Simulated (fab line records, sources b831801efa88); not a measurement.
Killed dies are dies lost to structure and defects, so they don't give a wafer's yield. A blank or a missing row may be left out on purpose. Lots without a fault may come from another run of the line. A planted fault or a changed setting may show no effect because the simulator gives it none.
Which tool did it? | flow gf180mcu | 12 lots, 36 wafers sampled, at 6 steps of a route of 602

WHAT THE GAUGES READ, wafer by wafer
GF_VT_IMPLANT_TW_MEAS_43.
lot  | measured     | on            | VT_IMPLANT_4_TW
L197 | day 7 15:46  | film_metro-03 | 694 690 694
L201 | day 9 00:53  | film_metro-02 | 684 689 685
L204 | day 10 03:14 | film_metro-02 | 691 692 693
L207 | day 10 08:01 | film_metro-04 | 30 31 30 30 30 30
L208 | day 10 17:53 | film_metro-04 | 30 30 30 30 30 30
L209 | day 11 05:08 | film_metro-03 | 30 30 30 30 30 30
L213 | day 12 07:10 | film_metro-04 | 694 696 698
L214 | day 12 10:35 | film_metro-03 | 691 685 689
L215 | day 12 22:09 | film_metro-04 | 700 698 697
L216 | day 13 03:06 | film_metro-02 | 691 690 693
L219 | day 14 00:53 | film_metro-04 | 694 693 691
L220 | day 14 10:15 | film_metro-02 | 684 685 687

GF_CONTACT_THK_MEAS_03.
lot  | measured     | on            | CONTACT_CVD_02_THK (nm)
L197 | day 15 08:29 | film_metro-01 | 858 864 879
L201 | day 17 06:53 | film_metro-04 | 856 857 873
L204 | day 18 23:57 | film_metro-01 | 850 854 873
L213 | day 21 13:13 | film_metro-03 | 846 845 841
L214 | day 21 14:12 | film_metro-03 | 855 836 859
L215 | day 22 08:30 | film_metro-01 | 848 872 863
L216 | day 22 13:20 | film_metro-01 | 850 862 869
L219 | day 23 11:40 | film_metro-01 | 856 863 858
L220 | day 23 18:42 | film_metro-04 | 866 874 873

GF_V1_RS_MEAS_24: measures by four-point-probe.
lot  | measured     | on            | V1_W_RS (ohm/sq)
L197 | day 18 09:19 | film_metro-02 | 0.325 0.318 0.321
L201 | day 20 12:47 | film_metro-01 | 0.323 0.325 0.331
L204 | day 22 07:10 | film_metro-03 | 0.340 0.325 0.330
L213 | day 24 14:41 | film_metro-01 | 0.323 0.330 0.323
L214 | day 24 15:33 | film_metro-03 | 0.324 0.323 0.327
L215 | day 25 09:43 | film_metro-03 | 0.332 0.326 0.329
L216 | day 25 12:55 | film_metro-02 | 0.327 0.322 0.330
L219 | day 26 11:52 | film_metro-03 | 0.330 0.325 0.325
L220 | day 26 16:43 | film_metro-03 | 0.322 0.322 0.328

WHICH TOOL RAN EACH LOT (tool, then ch and the chambers of the sampled wafers, then the start)
lot  | GF_VT_IMPLANT_STRIP_31               | GF_VT_IMPLANT_STRIP_42               | GF_V1_ETCH_17
L197 | plasma_asher-03 ch 0,1, day 6 23:44  | plasma_asher-03 ch 1, day 7 15:39    | rie_diel-03 ch 2,3, day 18 09:19 or earlier
L201 | plasma_asher-01 ch 0, day 8 07:12    | plasma_asher-01 ch 0, day 9 00:47    | rie_diel-03 ch 0,1,2, day 20 12:47 or earlier
L204 | plasma_asher-01 ch 0, day 9 08:51    | plasma_asher-01 ch 0,1, day 10 03:08 | rie_diel-03 ch 0,2, day 22 07:10 or earlier
L207 | plasma_asher-01 ch 0, day 9 13:12    | plasma_asher-01 ch 0,1, day 10 07:54 | -
L208 | plasma_asher-02 ch 0,1, day 9 23:35  | plasma_asher-02 ch 0,1, day 10 17:47 | -
L209 | plasma_asher-01 ch 0,1, day 10 10:05 | plasma_asher-03 ch 0,1, day 11 05:02 | -
L213 | plasma_asher-01 ch 0,1, day 11 11:35 | plasma_asher-02 ch 0,1, day 12 07:04 | rie_diel-04 ch 0,1,2, day 24 14:41 or earlier
L214 | plasma_asher-02 ch 0,1, day 11 14:32 | plasma_asher-01 ch 0,1, day 12 10:29 | rie_diel-03 ch 1,2, day 24 15:33 or earlier
L215 | plasma_asher-02 ch 0,1, day 11 23:14 | plasma_asher-01 ch 0,1, day 12 22:02 | rie_diel-02 ch 0,2,3, day 25 09:43 or earlier
L216 | plasma_asher-01 ch 0,1, day 12 06:38 | plasma_asher-02 ch 0,1, day 13 02:59 | rie_diel-04 ch 2,3, day 25 12:55 or earlier
L219 | plasma_asher-03 ch 0,1, day 13 04:44 | plasma_asher-02 ch 0,1, day 14 00:49 | rie_diel-02 ch 0,2,3, day 26 11:52 or earlier
L220 | plasma_asher-01 ch 0,1, day 13 12:50 | plasma_asher-02 ch 0,1, day 14 10:08 | rie_diel-04 ch 0,2,3, day 26 16:43 or earlier
- GF_VT_IMPLANT_STRIP_31: strips in O2/N2.
- GF_VT_IMPLANT_STRIP_42: strips in O2/N2.
- GF_V1_ETCH_17: etches SiO2 in C4F8/O2/Ar, stops on TiN, target depth 630 nm.

WHAT THE TOOLS THEMSELVES READ (means of the sampled wafers that have a number; where no wafer has one, the mark that the record gives instead)
GF_VT_IMPLANT_STRIP_31.
lot  | tool            | chamber_pressure_mTorr (mTorr) | drypump_motor_current_A (A) | heater_power_w (W) | oes_product_au (a.u.) | strip_time_to_endpoint_s (s)
L197 | plasma_asher-03 | 1498.6                         | 5.6                         | 368                | 0.720                 | 12.62
L201 | plasma_asher-01 | 1499.4                         | 5.9                         | 312                | 0.717                 | 12.57
L204 | plasma_asher-01 | 1499.3                         | 5.9                         | 307                | 0.714                 | 12.68
L207 | plasma_asher-01 | -                              | -                           | -                  | -                     | -
L208 | plasma_asher-02 | -                              | -                           | -                  | -                     | -
L209 | plasma_asher-01 | -                              | -                           | -                  | -                     | -
L213 | plasma_asher-01 | 1500.6                         | 5.8                         | 330                | 0.718                 | 12.66
L214 | plasma_asher-02 | 1500.1                         | 5.8                         | 327                | 0.717                 | 12.61
L215 | plasma_asher-02 | 1499.3                         | 5.7                         | 328                | 0.715                 | 12.70
L216 | plasma_asher-01 | 1499.1                         | 5.8                         | 325                | 0.717                 | 12.63
L219 | plasma_asher-03 | 1499.3                         | 5.2                         | 334                | 0.715                 | 12.63
L220 | plasma_asher-01 | 1499.6                         | 5.8                         | 325                | 0.718                 | 12.65

GF_VT_IMPLANT_STRIP_42.
lot  | tool            | chamber_pressure_mTorr (mTorr) | drypump_motor_current_A (A) | heater_power_w (W) | oes_product_au (a.u.) | strip_time_to_endpoint_s (s)
L197 | plasma_asher-03 | 1500.5                         | 4.8                         | 297                | 0.710                 | 12.65
L201 | plasma_asher-01 | 1498.6                         | 5.9                         | 306                | 0.716                 | 12.63
L204 | plasma_asher-01 | 1499.2                         | 5.9                         | 322                | 0.716                 | 12.65
L207 | plasma_asher-01 | 1499.4                         | 5.8                         | 325                | 0.720                 | 27.64
L208 | plasma_asher-02 | 1501.5                         | 5.8                         | 332                | 0.717                 | 27.64
L209 | plasma_asher-03 | 1501.1                         | 5.2                         | 337                | 0.716                 | 27.63
L213 | plasma_asher-02 | 1499.9                         | 5.7                         | 323                | 0.715                 | 12.63
L214 | plasma_asher-01 | 1500.1                         | 5.8                         | 324                | 0.718                 | 12.62
L215 | plasma_asher-01 | 1500.0                         | 5.8                         | 330                | 0.716                 | 12.65
L216 | plasma_asher-02 | 1499.7                         | 5.7                         | 322                | 0.715                 | 12.65
L219 | plasma_asher-02 | 1501.6                         | 5.7                         | 326                | 0.717                 | 12.66
L220 | plasma_asher-02 | 1500.1                         | 5.8                         | 329                | 0.721                 | 12.69

GF_V1_ETCH_17.
lot  | tool        | chamber_pressure_mTorr (mTorr) | oes_product_au (a.u.)
L197 | rie_diel-03 | 40.02                          | 0.856
L201 | rie_diel-03 | 40.02                          | 0.861
L204 | rie_diel-03 | 39.98                          | 0.856
L213 | rie_diel-04 | 39.99                          | 0.855
L214 | rie_diel-03 | 40.04                          | 0.857
L215 | rie_diel-02 | 40.02                          | 0.852
L216 | rie_diel-04 | 39.98                          | 0.860
L219 | rie_diel-02 | 39.98                          | 0.856
L220 | rie_diel-04 | 40.01                          | 0.857

THE ANSWER, worked out from the rows above alone
Rule: what is usual is taken from the lots themselves. Put in order of their means at a reading, lots are off if they are a third of the lots or fewer, leave a main group of 4 or more, and stand apart from it by a gap of 3 or more times the standard deviation of the main group's means; of several such gaps the widest counts. A main group whose means are all the same, to the digits that the tables above print for the reading, isn't used. A lot without any number at a reading at which 4 lots or more have one is off too. The other lots that the step has rows for count as sound. The gauges are gone through in route order, then the tools' own readings, and for those a lot's mean is taken as printed above. The first step at which some lot is off is used, and at that step the reading that is off furthest; a lot without a number counts as furthest.
Off: L207, L208, L209, at GF_VT_IMPLANT_TW_MEAS_43 (VT_IMPLANT_4_TW). The main group: mean 691, standard deviation 4.1.
A tool fits if, at a process step before that reading, it ran every lot that is off, and no sound lot after the first of them. The gauges at GF_VT_IMPLANT_TW_MEAS_43 aren't tried: what is off there is off at GF_VT_IMPLANT_STRIP_31 too, on other tools, and a gauge's error can't cause that. None of those tried fits.

WHAT THE SIMULATOR HAD PUT IN
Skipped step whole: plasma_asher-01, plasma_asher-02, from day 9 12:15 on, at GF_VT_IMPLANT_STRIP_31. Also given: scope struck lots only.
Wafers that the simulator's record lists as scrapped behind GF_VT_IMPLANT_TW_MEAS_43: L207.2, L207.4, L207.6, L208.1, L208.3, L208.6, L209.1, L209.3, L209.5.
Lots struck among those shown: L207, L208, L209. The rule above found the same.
